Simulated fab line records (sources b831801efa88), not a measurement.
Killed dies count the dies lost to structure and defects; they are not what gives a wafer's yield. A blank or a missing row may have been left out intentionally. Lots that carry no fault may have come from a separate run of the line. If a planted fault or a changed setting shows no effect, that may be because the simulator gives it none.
fab line records	flow sky130	part 2 of 2: steps 29 to 39 of 39
record lots=5	wafers=15	lastDay=50
route steps=708 shown VT_ADJUST_LVTN@100 VT_ADJUST_NCORE@119 VT_ADJUST_HVTR@131
lots that met no fault: taken from a fault-free run of the same line
startH: hours from the record's opening day to when the first of the lot's shown wafers began	waitH: time in hours since the lot's previous step	" repeats the value in the row above	L1.1+2: a single row standing in for several wafers	- no value, or no start was given	* or withheld: withheld	< > ~ a bound
route shown NAME@n: a module of which the file shows steps, and the number in the route of the first	usual: the fault-free wafers' mean and standard deviation	same: alike in all rows	chamber/n: place in a boat	sites: the reading at each site	_std_site: the values' standard deviation	_edge_site: inner sites' mean taken away from outer sites' mean	radiusMm: how far each site lies from the wafer's centre	mask NAME#n: copy n	behind: tool/chamber where the wafer was last shaped	hold: reason for holding the lot/hours on hold/outcome of the hold	device: which transistor (n, p or np) failed to switch	end of line: the route-end tests of the same wafers	step lacking rows: just its recipe	killed: at the first sort, the dies lost to defects and structure; wafer yield is something else	map: shows each die of a wafer: x if killed, . if not, _ if none is there
set.NAME: the setting the step ran with; set.NAME@STEP: the setting that earlier step ran with	model.NAME: the simulator's own value behind a step, which no gauge read
lots seen at some steps along the route; tables by step, rows by wafer
services: a tool's chamber out of use, with start hour (startH, from the record's first day; less than 0 if before it), hours out, and reason
## steps
# step SKY_VT_ADJUST_NCORE_IMPLANT_09
# recipe species=B	energyKev=10	doseCm2=2.4e+12	tiltDeg=withheld
# usual beamEnergyKeV=9.9998/0.0028	faradayCurrentUA=13.50/0.26
lot.wafer	tool	chamber	startH	waitH	beamEnergyKeV	faradayCurrentUA
L077.3	implanter-03	0	218.02	0.1	10.006	13.16
L077.4	"	0	"	"	9.9963	13.56
L077.5	"	0	"	"	10.001	13.16
L079.2	implanter-03	0	221.50	0.0	10.000	13.59
L079.4	"	0	"	"	10.001	13.50
L079.5	"	0	"	"	9.9975	13.54
L090.2	implanter-04	0	300.26	0.0	9.9989	13.37
L090.4	"	0	"	"	9.9998	13.46
L090.5	"	0	"	"	9.9988	13.50
L092.2	implanter-03	0	307.61	0.0	10.001	12.94
L092.3	"	0	"	"	10.001	13.02
L092.4	"	0	"	"	10.005	13.21
L095.1	implanter-04	0	336.99	0.0	9.9992	13.46
L095.3	"	0	"	"	10.005	13.26
L095.6	"	0	"	"	9.9992	13.44
# step SKY_VT_ADJUST_NCORE_STRIP_10
# recipe chemistry=O2/N2	powerW=1400	pressureMtorr=1500	platenTempC=withheld	o2FlowSccm=3000	n2FlowSccm=300	overashFraction=0.5
# usual chamberPressureMTorr=1499.9/1.4	drypumpMotorCurrentA=5.7/0.43	n2FlowSccm=300.0/0.84	oesProductAu=0.716/0.0044	stripTimeToEndpointS=14.19/0.045
lot.wafer	tool	chamber	startH	waitH	chamberPressureMTorr	drypumpMotorCurrentA	n2FlowSccm	oesProductAu	rfHoursCounterH	stripTimeToEndpointS
L077.3	plasmaAsher-04	0	218.16	0.1	1497.9	5.7	299.0	0.709	-	14.18
L077.4	"	1	"	"	1499.2	6.0	300.1	0.715	-	14.14
L077.5	"	1	"	"	1500.0	6.0	299.8	0.709	-	14.18
L079.2	plasmaAsher-02	1	221.62	0.1	1498.5	5.4	299.0	0.709	54	14.25
L079.4	"	1	"	"	1499.0	5.4	300.0	0.718	-	14.20
L079.5	"	0	"	"	1497.8	4.9	299.1	0.721	-	14.26
L090.2	plasmaAsher-01	1	300.39	0.1	1500.8	5.7	300.8	0.716	61	14.14
L090.4	"	0	"	"	1500.1	6.4	301.1	0.710	-	14.10
L090.5	"	0	"	"	1500.2	6.4	298.4	0.720	-	14.14
L092.2	plasmaAsher-04	0	307.74	0.1	1499.4	5.8	299.6	0.718	48	14.17
L092.3	"	0	"	"	1500.1	5.7	300.8	0.713	-	14.17
L092.4	"	1	"	"	1499.3	6.0	299.3	0.718	-	14.15
L095.1	plasmaAsher-04	0	337.14	0.1	1499.6	5.7	300.5	0.714	51	14.19
L095.3	"	0	"	"	1501.8	5.7	300.4	0.721	-	14.18
L095.6	"	1	"	"	1501.7	6.0	299.3	0.715	-	14.19
# step SKY_VT_ADJUST_NCORE_TW_MEAS_11
# usual VT_ADJUST_NCORE_TW=220.6/1.2
lot.wafer	tool	chamber	startH	waitH	VT_ADJUST_NCORE_TW
L077.3	filmMetro-01	-	218.24	0.1	219.5
L077.4	"	-	"	"	218.3
L077.5	"	-	"	"	218.6
L079.2	filmMetro-03	-	221.73	0.1	221.4
L079.4	"	-	"	"	222.4
L079.5	"	-	"	"	222.9
L090.2	filmMetro-01	-	300.50	0.1	219.9
L090.4	"	-	"	"	219.7
L090.5	"	-	"	"	219.3
L092.2	filmMetro-04	-	307.85	0.1	219.2
L092.3	"	-	"	"	222.7
L092.4	"	-	"	"	221.9
L095.1	filmMetro-03	-	337.24	0.1	221.4
L095.3	"	-	"	"	222.2
L095.6	"	-	"	"	221.8
# step SKY_VT_ADJUST_HVTR_DEHYDRATE_00
# recipe tempC=200	timeS=60
# usual heaterPowerTotalW=160.37/0.13
# same timeS=60
lot.wafer	tool	chamber	startH	waitH	heaterPowerTotalW
L077.3	lithoTrack-03	0	228.99	10.7	160.37
L077.4	"	0	"	"	160.56
L077.5	"	0	"	"	160.30
L079.2	lithoTrack-02	0	233.14	11.4	160.54
L079.4	"	0	"	"	160.32
L079.5	"	0	"	"	160.17
L090.2	lithoTrack-03	0	313.31	12.8	160.20
L090.4	"	0	"	"	160.44
L090.5	"	0	"	"	160.42
L092.2	lithoTrack-02	0	320.39	12.5	160.20
L092.3	"	0	"	"	160.34
L092.4	"	0	"	"	160.29
L095.1	lithoTrack-02	0	349.86	12.6	160.29
L095.3	"	0	"	"	160.49
L095.6	"	0	"	"	160.16
# step SKY_VT_ADJUST_HVTR_HMDS_01
# recipe primeTimeS=60	primeTempC=120
lot.wafer	tool	chamber	startH	waitH
L077.3+4+5	lithoTrack-03	0	229.14	0.1
L079.2+4+5	lithoTrack-02	0	233.29	0.1
L090.2+4+5	lithoTrack-03	0	313.46	0.1
L092.2+3+4	lithoTrack-02	0	320.54	0.1
L095.1+3+6	lithoTrack-02	0	350.01	0.1
# step SKY_VT_ADJUST_HVTR_COAT_02
# recipe resist=NOVOLAK	spinRpm=3000	resistThkNm=1140
lot.wafer	tool	chamber	startH	waitH
L077.3+4+5	lithoTrack-03	0	229.29	0.1
L079.2+4+5	lithoTrack-02	0	233.44	0.1
L090.2+4+5	lithoTrack-03	0	313.61	0.1
L092.2+3+4	lithoTrack-02	0	320.69	0.1
L095.1+3+6	lithoTrack-02	0	350.16	0.1
# step SKY_VT_ADJUST_HVTR_SOFTBAKE_03
# recipe tempC=90	timeS=60	resist=NOVOLAK
# usual heaterPowerTotalW=56.59/0.045
# same timeS=60
lot.wafer	tool	chamber	startH	waitH	heaterPowerTotalW
L077.3	lithoTrack-03	0	229.44	0.1	56.63
L077.4	"	0	"	"	56.61
L077.5	"	0	"	"	56.63
L079.2	lithoTrack-02	0	233.59	0.1	56.56
L079.4	"	0	"	"	56.63
L079.5	"	0	"	"	56.62
L090.2	lithoTrack-03	0	313.76	0.1	56.54
L090.4	"	0	"	"	56.56
L090.5	"	0	"	"	56.60
L092.2	lithoTrack-02	0	320.84	0.1	56.57
L092.3	"	0	"	"	56.60
L092.4	"	0	"	"	56.59
L095.1	lithoTrack-02	0	350.31	0.1	56.60
L095.3	"	0	"	"	56.56
L095.6	"	0	"	"	56.57
# step SKY_VT_ADJUST_HVTR_EXPOSE_04
# recipe maskId=HVTRM	targetCdNm=380	na=0.6	sourceShape=conventional	sigmaOuter=0.6	doseMj=150
lot.wafer	tool	chamber	startH	waitH	mask
L077.3+4+5	ilineStepper-02	0	-	-	HVTRM#0
L079.2+4+5	ilineStepper-01	0	-	-	HVTRM#0
L090.2+4+5	ilineStepper-01	0	-	-	HVTRM#0
L092.2+3+4	ilineStepper-01	0	-	-	HVTRM#0
L095.1+3+6	ilineStepper-02	0	-	-	HVTRM#0
# step SKY_VT_ADJUST_HVTR_PEB_05
# recipe tempC=withheld	timeS=*	resist=NOVOLAK
# same timeS=*
lot.wafer	tool	chamber	startH	waitH
L077.3+4+5	lithoTrack-04	0	-	-
L079.2+4+5	lithoTrack-04	0	-	-
L090.2+4+5	lithoTrack-04	0	-	-
L092.2+3+4	lithoTrack-03	0	-	-
L095.1+3+6	lithoTrack-03	0	-	-
# step SKY_VT_ADJUST_HVTR_DEVELOP_06
# recipe developTimeS=60	devTempC=23
lot.wafer	tool	chamber	startH	waitH
L077.3+4+5	lithoTrack-04	0	241.15	0.1
L079.2+4+5	lithoTrack-04	0	244.28	0.1
L090.2+4+5	lithoTrack-04	0	326.63	0.1
L092.2+3+4	lithoTrack-03	0	334.01	0.1
L095.1+3+6	lithoTrack-03	0	364.54	0.1
# step SKY_VT_ADJUST_HVTR_CD_MEAS_07
# recipe targetCdNm=380
# usual cdNm=380.4/2
lot.wafer	tool	chamber	startH	waitH	cdNm
L077.3	cdSem-02	-	241.29	0.1	378.4
L077.4	"	-	"	"	378.6
L077.5	"	-	"	"	380.8
L079.2	cdSem-02	-	244.42	0.1	379.9
L079.4	"	-	"	"	385.1
L079.5	"	-	"	"	382.9
L090.2	cdSem-02	-	326.77	0.1	382.8
L090.4	"	-	"	"	380.4
L090.5	"	-	"	"	382.0
L092.2	cdSem-01	-	334.16	0.1	379.9
L092.3	"	-	"	"	377.9
L092.4	"	-	"	"	379.0
L095.1	cdSem-01	-	364.69	0.1	377.2
L095.3	"	-	"	"	378.6
L095.6	"	-	"	"	377.4
## services
tool	chamber	startH	hours	kind
ilineStepper-02	-	148.94	2.1	pm
implanter-04	-	150.20	5.9	repair
ilineStepper-02	-	151.02	-	consumableReplace:lamp
plasmaAsher-02	-	153.70	0.9	repair
implanter-04	-	159.98	5.5	pm
ilineStepper-01	-	166.92	2.6	repair
ilineStepper-01	-	169.51	1.7	pm
ilineStepper-01	0	180.82	-	calibration
plasmaAsher-02	-	184.78	1.8	repair
plasmaAsher-02	-	201.39	14.6	pm
implanter-01	-	223.06	3.5	repair
implanter-04	-	243.79	0.6	repair
implanter-01	-	258.89	4.4	pm
plasmaAsher-04	-	284.46	0.4	repair
plasmaAsher-03	-	290.08	3.9	repair
ilineStepper-01	-	305.76	2.0	repair
ilineStepper-02	-	307.71	1.7	pm
implanter-04	-	316.24	2.5	repair
implanter-04	-	318.52	8.6	repair
plasmaAsher-02	-	320.47	2.8	pm
plasmaAsher-04	-	321.77	2.8	pm
implanter-03	-	335.57	112.4	pm
implanter-01	-	336.16	3.2	repair
ilineStepper-02	-	353.35	4.4	pm
